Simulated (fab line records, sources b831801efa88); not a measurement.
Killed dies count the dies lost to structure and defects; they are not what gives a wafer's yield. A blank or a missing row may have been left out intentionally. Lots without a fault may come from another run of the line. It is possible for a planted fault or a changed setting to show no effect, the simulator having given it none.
Which tool did it? ; flow sky130 ; 12 lots, 36 wafers sampled, at 1 step of a route of 708

== WHAT THE GAUGES READ, wafer by wafer ==
SKY_VT_ADJUST_HVTP_CD_MEAS_07 targets a cd of 380 nm.
lot;measured;on;cd nm (nm)
L577;day 6 04:03;cd sem-01;375.6 375.9 378.5
L578;day 6 10:16;cd sem-02;385.8 388.0 383.0
L579;day 6 12:38;cd sem-02;379.6 377.4 380.7
L583;day 7 12:34;cd sem-02;382.9 379.3 379.4
L584;day 7 21:02;cd sem-01;379.6 378.8 379.3
L585;day 8 01:02;cd sem-02;383.2 381.8 380.0
L587;day 8 14:47;cd sem-01;378.8 378.9 377.9
L595;day 11 00:48;cd sem-01;377.7 380.6 379.5
L594;day 11 02:16;cd sem-01;381.1 382.0 378.2
L596;day 11 05:32;cd sem-01;377.2 378.2 378.6
L597;day 11 14:48;cd sem-01;378.7 377.6 379.3
L599;day 11 22:19;cd sem-02;383.6 385.9 384.4

== WHAT TOOL EACH LOT RAN ON (gives the tool, then ch and the chambers of the sampled wafers, and finally the start) ==
There is no process step in the record ahead of these readings.

== AS READ BY THE TOOLS THEMSELVES (means over the sampled wafers that have a number; for cases with no such wafer, the mark the record gives instead) ==
The record holds no such reading with a usual standard deviation.

== THE ANSWER, worked out from the rows above alone ==
Rule: the usual values come from the lots themselves. Put in order of their means at a reading, lots are off if they are a third of the lots or fewer, leave a main group of 4 or more, and stand apart from it by a gap of 3 or more times the standard deviation of the main group's means; of several such gaps the widest counts. A main group is skipped when, at the precision printed for the reading in the tables above, its means are all equal. Also off: a lot with no number at a reading for which 4 or more lots have one. Any other lot the step has rows for is counted as sound. The gauges are gone through in route order, then the tools' own readings, and for those a lot's mean is taken as printed above. At the first step where some lot is off, the reading lying furthest off is the one used; lots without a number count as furthest.
None of the lots is off at any reading shown; this tells nothing.

== WHAT WAS PUT IN BY THE SIMULATOR ==
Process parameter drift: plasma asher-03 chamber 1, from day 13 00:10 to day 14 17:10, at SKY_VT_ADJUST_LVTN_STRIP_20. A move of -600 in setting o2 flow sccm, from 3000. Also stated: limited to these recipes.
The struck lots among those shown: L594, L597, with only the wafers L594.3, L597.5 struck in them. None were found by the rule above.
